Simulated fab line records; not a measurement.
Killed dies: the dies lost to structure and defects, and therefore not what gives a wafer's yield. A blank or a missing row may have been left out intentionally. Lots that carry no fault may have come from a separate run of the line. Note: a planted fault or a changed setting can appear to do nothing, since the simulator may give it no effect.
The tool behind it: which one? || flow gf180mcu || Sampling: 6 lots, 18 wafers, 2 of 602 route steps

== WHAT EACH GAUGE READ, for each wafer ==
GF_HV_LDD_TW_MEAS_11.
{"lot": "L115", "measured": "day 10 19:04", "on": "film-metro-02", "HV_LDD_TW": "2393 2376 2370"}
{"lot": "L118", "measured": "day 11 20:47", "on": "film-metro-02", "HV_LDD_TW": "2373 2385 2381"}
{"lot": "L121", "measured": "day 12 23:17", "on": "film-metro-02", "HV_LDD_TW": "2513 2493 2496"}
{"lot": "L125", "measured": "day 14 06:28", "on": "film-metro-02", "HV_LDD_TW": "2494 2495 2502"}
{"lot": "L131", "measured": "day 16 05:31", "on": "film-metro-04", "HV_LDD_TW": "2430 2425 2410"}
{"lot": "L134", "measured": "day 17 01:49", "on": "film-metro-02", "HV_LDD_TW": "2382 2393 2378"}

== EACH LOT AND THE TOOL THAT RAN IT (in order: tool; ch and the chambers of the sampled wafers; start) ==
{"lot": "L115", "GF_HV_LDD_IMPLANT_09": "implanter-02 ch 0, day 10 18:50"}
{"lot": "L118", "GF_HV_LDD_IMPLANT_09": "implanter-02 ch 0, day 11 20:35"}
{"lot": "L121", "GF_HV_LDD_IMPLANT_09": "implanter-02 ch 0, day 12 23:05"}
{"lot": "L125", "GF_HV_LDD_IMPLANT_09": "implanter-02 ch 0, day 14 06:15"}
{"lot": "L131", "GF_HV_LDD_IMPLANT_09": "implanter-03 ch 0, day 16 05:17"}
{"lot": "L134", "GF_HV_LDD_IMPLANT_09": "implanter-02 ch 0, day 17 01:34"}
- GF_HV_LDD_IMPLANT_09

== THE ANSWER, worked out from the rows above alone ==
Rule: what is usual is taken from the lots themselves. Put in order of their means at a reading, lots are off if they are a third of the lots or fewer, leave a main group of 4 or more, and stand apart from it by a gap of 3 or more times the standard deviation of the main group's means; of several such gaps the widest counts. Not used: any main group whose means are identical at the precision the tables above print for the reading. A lot without any number at a reading at which 4 lots or more have one is off too. Where the step has rows for the other lots, those lots are counted as sound.
Off: L121, L125, seen at GF_HV_LDD_TW_MEAS_11 (HV_LDD_TW). For the main group the mean is 2391 and the standard deviation 18.
A tool fits if, at a process step before that reading, it ran every lot that is off, and no sound lot after the first of them. Gauges at GF_HV_LDD_TW_MEAS_11: tried the same way as those tools. None of those tried fits.

== WHAT THE SIMULATOR HAD PUT IN ==
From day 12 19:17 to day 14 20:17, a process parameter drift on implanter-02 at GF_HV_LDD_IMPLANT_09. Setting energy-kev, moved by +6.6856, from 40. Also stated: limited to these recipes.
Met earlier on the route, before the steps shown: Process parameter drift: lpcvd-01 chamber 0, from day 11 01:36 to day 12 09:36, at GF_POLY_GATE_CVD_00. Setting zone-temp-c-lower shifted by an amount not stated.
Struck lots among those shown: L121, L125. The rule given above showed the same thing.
